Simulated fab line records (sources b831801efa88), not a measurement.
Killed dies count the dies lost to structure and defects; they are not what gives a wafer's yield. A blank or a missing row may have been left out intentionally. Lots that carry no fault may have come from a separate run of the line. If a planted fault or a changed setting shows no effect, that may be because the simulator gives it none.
The tool behind it: which one? | flow sfq line | 14 lots (42 wafers sampled), 1 step of a 325-step route

WHAT THE GAUGES READ, wafer by wafer
The record lacks any reading of a measuring or inspecting step that a usual standard deviation could be used to judge.

EACH LOT AND THE TOOL THAT RAN IT (in order: tool; ch and the chambers of the sampled wafers; start)
lot  | SFQ_TRILAYER_JJ_CE_BARC_OPEN_RIE_150
L183 | rie metal-04 ch 0, day 55 17:50
L184 | rie metal-04 ch 0,1, day 55 20:14
L185 | rie metal-02 ch 0,1, day 56 11:31
L186 | rie metal-02 ch 1, day 56 16:19
L187 | rie metal-04 ch 0,1, day 56 21:52
L189 | rie metal-02 ch 0, day 62 12:50
L191 | rie metal-04 ch 0,1, day 63 19:28
L193 | rie metal-03 ch 0,1, day 64 22:50
L194 | rie metal-02 ch 0,1, day 65 01:14
L195 | rie metal-02 ch 0,1, day 65 10:50
L196 | rie metal-02 ch 0,1, day 65 18:14
L197 | rie metal-02 ch 0,1, day 65 19:53
L199 | rie metal-03 ch 0,1, day 66 09:52
L206 | rie metal-03 ch 1, day 68 11:04
- SFQ_TRILAYER_JJ_CE_BARC_OPEN_RIE_150: chemistry O2, target BARC, target depth 240 nm, time 80 s.

AS READ BY THE TOOLS THEMSELVES (means over the sampled wafers that have a number; for cases with no such wafer, the mark the record gives instead)
SFQ_TRILAYER_JJ_CE_BARC_OPEN_RIE_150. Usual: drypump motor current A 5.4 A, standard deviation 0.52; he backside leak sccm 3.5 sccm, standard deviation 0.4; oes product au 0.537 a.u., standard deviation 0.0046; rf fwd power W 594.4 W, standard deviation 1.8.
lot  | tool         | drypump motor current A (A) | he backside leak sccm (sccm) | oes product au (a.u.) | rf fwd power W (W) | flag
L183 | rie metal-04 | 5.4                         | 3.3                          | 0.542                 | 595.2              |
L184 | rie metal-04 | 5.1                         | 3.6                          | 0.535                 | 592.9              |
L185 | rie metal-02 | 5.4                         | 3.2                          | 0.534                 | 594.5              |
L186 | rie metal-02 | 4.8                         | 4.3                          | 0.536                 | 593.5              |
L187 | rie metal-04 | 5.2                         | 3.4                          | 0.534                 | 594.9              |
L189 | rie metal-02 | 5.7                         | 4.2                          | 0.539                 | 593.9              |
L191 | rie metal-04 | 5.1                         | 3.7                          | 0.541                 | 594.9              |
L193 | rie metal-03 | 5.8                         | 3.5                          | 0.541                 | 593.3              |
L194 | rie metal-02 | 5.4                         | 3.4                          | 0.539                 | 593.0              |
L195 | rie metal-02 | 5.4                         | 3.2                          | 0.538                 | 594.6              |
L196 | rie metal-02 | 5.4                         | 3.4                          | 0.535                 | 658.3              | OFF
L197 | rie metal-02 | 5.4                         | 3.4                          | 0.538                 | 658.3              | OFF
L199 | rie metal-03 | 5.8                         | 3.6                          | 0.539                 | 595.6              |
L206 | rie metal-03 | 6.2                         | 3.6                          | 0.539                 | 595.3              |

THE ANSWER, worked out from the rows above alone
Rule: take the mean of a lot's wafers that have a number; if it is more than 3 standard deviations from the usual mean, the lot is off. Also off: a lot with no number at a reading for which 4 or more lots have one. All remaining lots with rows at the step are treated as sound. The gauges are gone through in route order, then the tools' own readings, and for those a lot's mean is taken as printed above. At the first step where some lot is off, the reading lying furthest off is the one used; lots without a number count as furthest.
Off: L196, L197, at SFQ_TRILAYER_JJ_CE_BARC_OPEN_RIE_150 (rf fwd power W).
If a tool, at that step or one of the process steps before it, ran each lot that is off and ran no sound lot following the first of them, it fits. One candidate fits, namely rie metal-02 at SFQ_TRILAYER_JJ_CE_BARC_OPEN_RIE_150. Its last sound lot is L195 (day 65 10:50), its first lot that is off L196 (day 65 18:14): a fault that began between those two fits.
On the lots that are off, the tool's own readings at SFQ_TRILAYER_JJ_CE_BARC_OPEN_RIE_150 differ by more than 5 times the standard deviation of the sound lots' means, which bears it out; rf fwd power W reads 658.3 W there versus 594.3 W on the sound lots.

WHAT HAD BEEN PUT IN BY THE SIMULATOR
rie metal-02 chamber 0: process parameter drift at SFQ_TRILAYER_JJ_CE_BARC_OPEN_RIE_150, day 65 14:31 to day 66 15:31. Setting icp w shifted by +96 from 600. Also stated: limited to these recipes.
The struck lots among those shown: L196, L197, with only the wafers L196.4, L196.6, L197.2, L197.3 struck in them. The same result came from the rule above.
